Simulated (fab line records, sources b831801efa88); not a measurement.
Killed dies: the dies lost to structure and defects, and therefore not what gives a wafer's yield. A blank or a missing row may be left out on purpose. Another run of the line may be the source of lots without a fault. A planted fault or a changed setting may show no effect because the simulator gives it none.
Which of the tools did it? | flow sfqLine | at 1 step of a route of 325, 14 lots with 42 wafers sampled

## WHAT THE GAUGES READ, wafer by wafer
Not one reading of a measure or inspect step in the record can be checked against a usual standard deviation.

## TOOL THAT RAN EACH LOT (tool first, then ch and the chambers of the sampled wafers, then the start)
lot  | SFQ_TRILAYER_A5B_DEP_PECVD_129
L307 | pecvd-04 ch 0,1, day 49 05:28
L308 | pecvd-01 ch 1,2, day 49 10:04
L309 | pecvd-04 ch 0,1, day 49 11:19
L310 | pecvd-03 ch 0,2, day 49 12:28
L311 | pecvd-01 ch 0,1,2, day 51 19:07
L312 | pecvd-03 ch 0,1,2, day 52 19:39
L318 | pecvd-04 ch 0,1,2, day 60 16:48
L319 | pecvd-03 ch 1,2, day 61 08:58
L320 | pecvd-03 ch 0,1,2, day 61 19:04
L323 | pecvd-01 ch 0,1, day 68 12:17
L325 | pecvd-03 ch 0,2, day 69 15:45
L326 | pecvd-04 ch 0,1, day 69 16:47
L327 | pecvd-04 ch 0,1,2, day 70 01:10
L328 | pecvd-01 ch 0,1,2, day 70 04:46
- SFQ_TRILAYER_A5B_DEP_PECVD_129: deposits SiO2 from SiH4/N2O, time 133.33 s, target thk 600 nm.

## WHAT THE TOOLS THEMSELVES READ (means of the sampled wafers that have a number; where no wafer has one, the mark that the record gives instead)
SFQ_TRILAYER_A5B_DEP_PECVD_129.
lot  | tool     | heaterPowerW (W) | runLengthS (s) | throttleValvePct (%)
L307 | pecvd-04 | 94               | 160.9          | 24.4
L308 | pecvd-01 | 80               | 161.2          | 24.0
L309 | pecvd-04 | 97               | 161.1          | 24.0
L310 | pecvd-03 | 100              | 161.3          | 24.9
L311 | pecvd-01 | 83               | 161.3          | 24.5
L312 | pecvd-03 | 83               | 161.2          | 24.1
L318 | pecvd-04 | 94               | 161.7          | 24.1
L319 | pecvd-03 | 93               | 163.4          | 24.0
L320 | pecvd-03 | 84               | 163.4          | 23.2
L323 | pecvd-01 | 91               | 161.2          | 24.8
L325 | pecvd-03 | 95               | 161.3          | 23.3
L326 | pecvd-04 | 102              | 161.2          | 25.3
L327 | pecvd-04 | 96               | 161.2          | 24.7
L328 | pecvd-01 | 88               | 161.2          | 24.6

## THE ANSWER, worked out from the rows above alone
Rule: what is usual is taken from the lots themselves. Put in order of their means at a reading, lots are off if they are a third of the lots or fewer, leave a main group of 4 or more, and stand apart from it by a gap of 3 or more times the standard deviation of the main group's means; of several such gaps the widest counts. A main group whose means are all the same, to the digits that the tables above print for the reading, isn't used. Also off: a lot with no number at a reading for which 4 or more lots have one. Where the step has rows for the other lots, those lots are counted as sound. After the gauges, taken in route order, come the tools' own readings; for these a lot's mean is taken, as printed above. At the first step where some lot is off, the reading lying furthest off is the one used; lots without a number count as furthest.
Off: L319, L320, at SFQ_TRILAYER_A5B_DEP_PECVD_129 (runLengthS). The main group has a mean of 161.2 s with a standard deviation of 0.17.
If a tool, at that step or one of the process steps before it, ran each lot that is off and ran no sound lot following the first of them, it fits. Not one of the candidates tried fits.

## WHAT THE SIMULATOR HAD INSERTED
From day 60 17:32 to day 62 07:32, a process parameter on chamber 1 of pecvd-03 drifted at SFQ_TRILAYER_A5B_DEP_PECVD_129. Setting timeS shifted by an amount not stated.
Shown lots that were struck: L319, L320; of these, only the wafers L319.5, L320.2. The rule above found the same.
